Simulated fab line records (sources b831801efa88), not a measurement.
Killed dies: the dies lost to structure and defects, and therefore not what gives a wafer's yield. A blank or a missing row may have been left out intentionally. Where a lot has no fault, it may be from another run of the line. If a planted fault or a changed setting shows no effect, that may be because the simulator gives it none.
fab line records ; flow gf180mcu
record: lots: 12; wafers: 34; lastDay: 34
route steps=602 shown CONTACT@292 M1@329 M2@363
lots untouched by any fault: they come from a run of this same line in which no faults occurred
startH: start of the lot's first displayed wafer, in hours after the record's first day ; waitH: hours since the lot's step before ; " the same as in the row above ; L1.1+2: a row that stands for several wafers ; - no value present, or no start provided ; * or withheld: withheld ; < > ~ a bound
route shown NAME@n: names a module that has steps shown in the file, with the first one's number in the route ; usual: mean and standard deviation over wafers with no fault ; same: alike in all rows ; chamber/n: place in a boat ; sites: per-site readings ; _std_site: the values' standard deviation ; _edge_site: mean of outer sites minus mean of inner sites ; radiusMm: how far each site lies from the wafer's centre ; mask NAME#n: copy n ; behind: tool/chamber where the wafer was last shaped ; hold: why the lot was held/for how many hours/how that ended ; device: which transistor (n, p or np) failed to switch ; end of line: the same wafers' tests at the end of the route ; where a step has no rows: the recipe by itself ; killed: the dies lost at the first sort to structure and to defects; this is not the yield of the wafer ; map: a wafer's dies, marking killed ones x, the rest . and places with no die _
set.NAME: the setting that was run; set.NAME@STEP: the one run at that earlier step ; model.NAME: the simulator's own value behind a step, which no gauge read
steps of the route over a sample of lots; a table a step, a row a wafer
services: the hour from which a tool's chamber was out of use, counted from the record's first day as startH (under 0 if before that day), plus the number of hours and why
== steps ==
step: GF_CONTACT_BOW_MEAS_05
recipe: mode: bow
usual: CONTACT_BOW: 65/6.9
lot.wafer;tool;chamber;startH;waitH;CONTACT_BOW[um]
L979.1;filmMetro-02;-;336.29;0.2;68
L979.3;filmMetro-02;-;336.29;0.2;69
L979.4;filmMetro-02;-;336.29;0.2;72
L980.3;filmMetro-03;-;360.43;0.1;79
L980.4;filmMetro-03;-;360.43;0.1;55
L980.6;filmMetro-03;-;360.43;0.1;71
L983.2;filmMetro-01;-;378.53;0.2;60
L983.3;filmMetro-01;-;378.53;0.2;68
L983.4;filmMetro-01;-;378.53;0.2;68
L985.2;filmMetro-02;-;388.76;0.3;64
L985.3;filmMetro-02;-;388.76;0.3;64
L985.4;filmMetro-02;-;388.76;0.3;63
L986.1;filmMetro-02;-;403.93;0.1;62
L986.4;filmMetro-02;-;403.93;0.1;52
L986.5;filmMetro-02;-;403.93;0.1;68
L987.1;filmMetro-02;-;410.25;0.1;68
L987.4;filmMetro-02;-;410.25;0.1;57
L987.6;filmMetro-02;-;410.25;0.1;58
L988.2;filmMetro-02;-;417.64;0.3;68
L988.3;filmMetro-02;-;417.64;0.3;67
L988.4;filmMetro-02;-;417.64;0.3;63
L993.4;filmMetro-01;-;461.93;0.3;67
L993.6;filmMetro-01;-;461.93;0.3;63
L994.1;filmMetro-02;-;470.32;0.2;66
L994.6;filmMetro-02;-;470.32;0.2;78
L999.1;filmMetro-03;-;515.02;0.1;58
L999.3;filmMetro-03;-;515.02;0.1;64
L999.6;filmMetro-03;-;515.02;0.1;51
L100.1;filmMetro-03;-;518.24;0.2;66
L100.3;filmMetro-03;-;518.24;0.2;65
L100.6;filmMetro-03;-;518.24;0.2;67
L102.3;filmMetro-02;-;536.15;0.2;74
L102.4;filmMetro-02;-;536.15;0.2;63
L102.5;filmMetro-02;-;536.15;0.2;60
step: GF_M1_CD_MEAS_14
recipe: targetCdNm: 230
usual: cdNm: 230.0/1.4
lot.wafer;tool;chamber;startH;waitH;cdNm
L979.1;cdSem-01;-;381.91;0.1;227.3
L979.3;cdSem-01;-;381.91;0.1;229.0
L979.4;cdSem-01;-;381.91;0.1;228.6
L980.3;cdSem-01;-;408.60;0.1;229.9
L980.4;cdSem-01;-;408.60;0.1;231.5
L980.6;cdSem-01;-;408.60;0.1;229.3
L983.2;cdSem-01;-;427.18;0.1;231.2
L983.3;cdSem-01;-;427.18;0.1;229.8
L983.4;cdSem-01;-;427.18;0.1;229.5
L985.2;cdSem-01;-;437.33;0.1;233.2
L985.3;cdSem-01;-;437.33;0.1;232.4
L985.4;cdSem-01;-;437.33;0.1;231.2
L986.1;cdSem-01;-;454.14;0.1;229.2
L986.4;cdSem-01;-;454.14;0.1;230.0
L986.5;cdSem-01;-;454.14;0.1;228.8
L987.1;cdSem-01;-;459.54;0.1;230.2
L987.4;cdSem-01;-;459.54;0.1;229.4
L987.6;cdSem-01;-;459.54;0.1;230.4
L988.2;cdSem-02;-;467.61;0.1;229.7
L988.3;cdSem-02;-;467.61;0.1;229.7
L988.4;cdSem-02;-;467.61;0.1;229.5
L993.4;cdSem-02;-;510.92;0.1;228.4
L993.6;cdSem-02;-;510.92;0.1;230.5
L994.1;cdSem-01;-;519.01;0.1;227.3
L994.6;cdSem-01;-;519.01;0.1;227.9
L999.1;cdSem-01;-;561.86;0.1;229.2
L999.3;cdSem-01;-;561.86;0.1;230.3
L999.6;cdSem-01;-;561.86;0.1;229.5
L100.1;cdSem-02;-;564.01;0.1;232.2
L100.3;cdSem-02;-;564.01;0.1;231.2
L100.6;cdSem-02;-;564.01;0.1;231.6
L102.3;cdSem-02;-;581.38;0.1;231.7
L102.4;cdSem-02;-;581.38;0.1;231.7
L102.5;cdSem-02;-;581.38;0.1;230.8
step: GF_M2_SPUTTER_01
recipe: material: TiN; targetThkNm: 30; powerW: 6500; timeS: 25; chamberPressurePa: 0.4
usual: throttleValvePct: 30.2/1.2
lot.wafer;tool;chamber;startH;waitH;throttleValvePct
L979.1;pvdSputter-04;-;408.35;0.1;31.1
L979.3;pvdSputter-04;-;408.35;0.1;30.0
L979.4;pvdSputter-04;-;408.35;0.1;29.1
L980.3;pvdSputter-04;-;435.53;0.1;30.0
L980.4;pvdSputter-04;-;435.53;0.1;30.7
L980.6;pvdSputter-04;-;435.53;0.1;28.9
L983.2;pvdSputter-02;-;454.84;0.1;29.3
L983.3;pvdSputter-02;-;454.84;0.1;32.7
L983.4;pvdSputter-02;-;454.84;0.1;31.9
L985.2;pvdSputter-02;-;463.83;0.1;28.9
L985.3;pvdSputter-02;-;463.83;0.1;29.5
L985.4;pvdSputter-02;-;463.83;0.1;32.8
L986.1;pvdSputter-03;-;481.15;0.1;29.4
L986.4;pvdSputter-03;-;481.15;0.1;30.2
L986.5;pvdSputter-03;-;481.15;0.1;29.6
L987.1;pvdSputter-02;-;486.93;0.1;32.1
L987.4;pvdSputter-02;-;486.93;0.1;32.5
L987.6;pvdSputter-02;-;486.93;0.1;29.1
L988.2;pvdSputter-02;-;494.65;0.1;32.1
L988.3;pvdSputter-02;-;494.65;0.1;28.7
L988.4;pvdSputter-02;-;494.65;0.1;29.4
L993.4;pvdSputter-04;-;537.67;0.0;29.7
L993.6;pvdSputter-04;-;537.67;0.0;29.0
L994.1;pvdSputter-04;-;544.73;0.1;28.9
L994.6;pvdSputter-04;-;544.73;0.1;29.9
L999.1;pvdSputter-02;-;586.98;0.1;28.8
L999.3;pvdSputter-02;-;586.98;0.1;32.5
L999.6;pvdSputter-02;-;586.98;0.1;29.0
L100.1;pvdSputter-02;-;588.81;0.1;31.9
L100.3;pvdSputter-02;-;588.81;0.1;32.7
L100.6;pvdSputter-02;-;588.81;0.1;28.9
L102.3;pvdSputter-03;-;605.24;0.1;29.6
L102.4;pvdSputter-03;-;605.24;0.1;30.8
L102.5;pvdSputter-03;-;605.24;0.1;30.7
step: GF_M2_SPUTTER_02
recipe: material: AlCu; targetThkNm: 450; powerW: 10600; timeS: 23.9; chamberPressurePa: 0.4
usual: throttleValvePct: 30.2/1.2
lot.wafer;tool;chamber;startH;waitH;throttleValvePct
L979.1;pvdSputter-04;-;408.38;0.0;31.2
L979.3;pvdSputter-04;-;408.38;0.0;29.8
L979.4;pvdSputter-04;-;408.38;0.0;29.0
L980.3;pvdSputter-04;-;435.56;0.0;29.7
L980.4;pvdSputter-04;-;435.56;0.0;30.6
L980.6;pvdSputter-04;-;435.56;0.0;28.9
L983.2;pvdSputter-02;-;454.87;0.0;29.2
L983.3;pvdSputter-02;-;454.87;0.0;32.2
L983.4;pvdSputter-02;-;454.87;0.0;32.0
L985.2;pvdSputter-02;-;463.86;0.0;28.9
L985.3;pvdSputter-02;-;463.86;0.0;29.4
L985.4;pvdSputter-02;-;463.86;0.0;32.6
L986.1;pvdSputter-03;-;481.18;0.0;29.6
L986.4;pvdSputter-03;-;481.18;0.0;30.1
L986.5;pvdSputter-03;-;481.18;0.0;29.5
L987.1;pvdSputter-02;-;486.96;0.0;32.0
L987.4;pvdSputter-02;-;486.96;0.0;32.7
L987.6;pvdSputter-02;-;486.96;0.0;29.4
L988.2;pvdSputter-02;-;494.68;0.0;32.5
L988.3;pvdSputter-02;-;494.68;0.0;29.1
L988.4;pvdSputter-02;-;494.68;0.0;29.5
L993.4;pvdSputter-04;-;537.70;0.0;30.0
L993.6;pvdSputter-04;-;537.70;0.0;28.9
L994.1;pvdSputter-04;-;544.76;0.0;28.8
L994.6;pvdSputter-04;-;544.76;0.0;30.0
L999.1;pvdSputter-02;-;587.01;0.0;28.9
L999.3;pvdSputter-02;-;587.01;0.0;32.5
L999.6;pvdSputter-02;-;587.01;0.0;28.8
L100.1;pvdSputter-02;-;588.84;0.0;31.8
L100.3;pvdSputter-02;-;588.84;0.0;32.6
L100.6;pvdSputter-02;-;588.84;0.0;28.9
L102.3;pvdSputter-03;-;605.27;0.0;29.7
L102.4;pvdSputter-03;-;605.27;0.0;30.7
L102.5;pvdSputter-03;-;605.27;0.0;30.8
step: GF_M2_RS_MEAS_05
recipe: thkMeasGauge: four-point-probe; reads: TiN_of_M2_SPUTTER_04+Ti_of_M2_SPUTTER_03+AlCu_of_M2_SPUTTER_02+TiN_of_M2_SPUTTER_01+Ti_of_M2_SPUTTER_00
usual: M2_ALCU_RS: 0.0693/0.00054
lot.wafer;tool;chamber;startH;waitH;M2_ALCU_RS[ohm/sq]
L979.1;filmMetro-04;-;408.47;0.0;0.0685
L979.3;filmMetro-04;-;408.47;0.0;0.0682
L979.4;filmMetro-04;-;408.47;0.0;0.0689
L980.3;filmMetro-03;-;435.69;0.1;0.0690
L980.4;filmMetro-03;-;435.69;0.1;0.0699
L980.6;filmMetro-03;-;435.69;0.1;0.0698
L983.2;filmMetro-04;-;454.98;0.0;0.0690
L983.3;filmMetro-04;-;454.98;0.0;0.0688
L983.4;filmMetro-04;-;454.98;0.0;0.0684
L985.2;filmMetro-02;-;463.97;0.0;0.0700
L985.3;filmMetro-02;-;463.97;0.0;0.0692
L985.4;filmMetro-02;-;463.97;0.0;0.0692
L986.1;filmMetro-04;-;481.27;0.0;0.0698
L986.4;filmMetro-04;-;481.27;0.0;0.0698
L986.5;filmMetro-04;-;481.27;0.0;0.0696
L987.1;filmMetro-04;-;487.05;0.0;0.0690
L987.4;filmMetro-04;-;487.05;0.0;0.0687
L987.6;filmMetro-04;-;487.05;0.0;0.0688
L988.2;filmMetro-02;-;494.80;0.0;0.0686
L988.3;filmMetro-02;-;494.80;0.0;0.0690
L988.4;filmMetro-02;-;494.80;0.0;0.0688
L993.4;filmMetro-04;-;537.84;0.1;0.1096
L993.6;filmMetro-04;-;537.84;0.1;0.0705
L994.1;filmMetro-04;-;544.85;0.0;0.1059
L994.6;filmMetro-04;-;544.85;0.0;0.0683
L999.1;filmMetro-04;-;587.10;0.0;0.0698
L999.3;filmMetro-04;-;587.10;0.0;0.0693
L999.6;filmMetro-04;-;587.10;0.0;0.0700
L100.1;filmMetro-02;-;588.93;0.0;0.0703
L100.3;filmMetro-02;-;588.93;0.0;0.0696
L100.6;filmMetro-02;-;588.93;0.0;0.0701
L102.3;filmMetro-04;-;605.40;0.1;0.0686
L102.4;filmMetro-04;-;605.40;0.1;0.0691
L102.5;filmMetro-04;-;605.40;0.1;0.0690
step: GF_M2_THK_MEAS_06
recipe: thkMeasGauge: xrf; reads: AlCu_of_M2_SPUTTER_02
usual: M2_ALCU_THK: 451/5.2
lot.wafer;tool;chamber;startH;waitH;M2_ALCU_THK[nm]
L979.1;filmMetro-04;-;408.59;0.1;456
L979.3;filmMetro-04;-;408.59;0.1;458
L979.4;filmMetro-04;-;408.59;0.1;456
L980.3;filmMetro-03;-;435.79;0.1;451
L980.4;filmMetro-03;-;435.79;0.1;445
L980.6;filmMetro-03;-;435.79;0.1;445
L983.2;filmMetro-04;-;455.09;0.1;459
L983.3;filmMetro-04;-;455.09;0.1;458
L983.4;filmMetro-04;-;455.09;0.1;459
L985.2;filmMetro-02;-;464.08;0.1;441
L985.3;filmMetro-02;-;464.08;0.1;446
L985.4;filmMetro-02;-;464.08;0.1;446
L986.1;filmMetro-04;-;481.39;0.1;449
L986.4;filmMetro-04;-;481.39;0.1;452
L986.5;filmMetro-04;-;481.39;0.1;451
L987.1;filmMetro-04;-;487.17;0.1;456
L987.4;filmMetro-04;-;487.17;0.1;457
L987.6;filmMetro-04;-;487.17;0.1;454
L988.2;filmMetro-02;-;494.91;0.1;449
L988.3;filmMetro-02;-;494.91;0.1;444
L988.4;filmMetro-02;-;494.91;0.1;450
L993.4;filmMetro-04;-;537.93;0.1;287
L993.6;filmMetro-04;-;537.93;0.1;448
L994.1;filmMetro-04;-;544.97;0.1;298
L994.6;filmMetro-04;-;544.97;0.1;459
L999.1;filmMetro-04;-;587.22;0.1;451
L999.3;filmMetro-04;-;587.22;0.1;455
L999.6;filmMetro-04;-;587.22;0.1;449
L100.1;filmMetro-02;-;589.05;0.1;440
L100.3;filmMetro-02;-;589.05;0.1;445
L100.6;filmMetro-02;-;589.05;0.1;440
L102.3;filmMetro-04;-;605.50;0.1;456
L102.4;filmMetro-04;-;605.50;0.1;450
L102.5;filmMetro-04;-;605.50;0.1;449
== services ==
tool;chamber;startH;hours;kind
pvdSputter-02;-;412.88;5.0;repair
pvdSputter-02;-;468.21;3.4;repair
pvdSputter-02;0;475.81;-;consumableReplace:kit
pvdSputter-02;0;475.81;18.0;scheduledDown
pvdSputter-02;0;475.81;18.0;ventCycle
pvdSputter-03;1;501.74;-;consumableReplace:kit
pvdSputter-03;1;501.74;18.0;scheduledDown
pvdSputter-03;1;501.74;18.0;ventCycle
pvdSputter-04;-;510.33;2.0;repair
pvdSputter-04;2;530.00;-;consumableReplace:kit
pvdSputter-04;2;530.00;18.0;scheduledDown
pvdSputter-04;2;530.00;18.0;ventCycle
pvdSputter-02;-;542.69;24.9;repair
pvdSputter-04;-;565.47;3.3;repair
pvdSputter-02;-;597.88;0.5;repair
== key ==
firstSign: step: GF_M2_RS_MEAS_05; reading: M2_ALCU_RS; direction: up; sigmas: 71; usual: 0.0693; struck: 0.1078
effect: step: GF_M2_THK_MEAS_06; reading: M2_ALCU_THK; direction: down; sigmas: 30; usual: 451; struck: 293
metAt GF_M2_SPUTTER_02
struckLots L993,L994
struckWafers L993.4,L994.1
notActingAt GF_CONTACT_BOW_MEAS_05,GF_M1_CD_MEAS_14,GF_M2_SPUTTER_01
onsetBetween 435.56 537.70
fault: kind: processParameterDrift; tool: pvdSputter-04; chamber: -; onsetH: 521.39; steps: GF_M2_SPUTTER_02; channel: targetThkNm; offset: -159.73; shape: step; endH: 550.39; scope: struckWafersOnly; actsIn: theseRecipesOnly; stated: 450
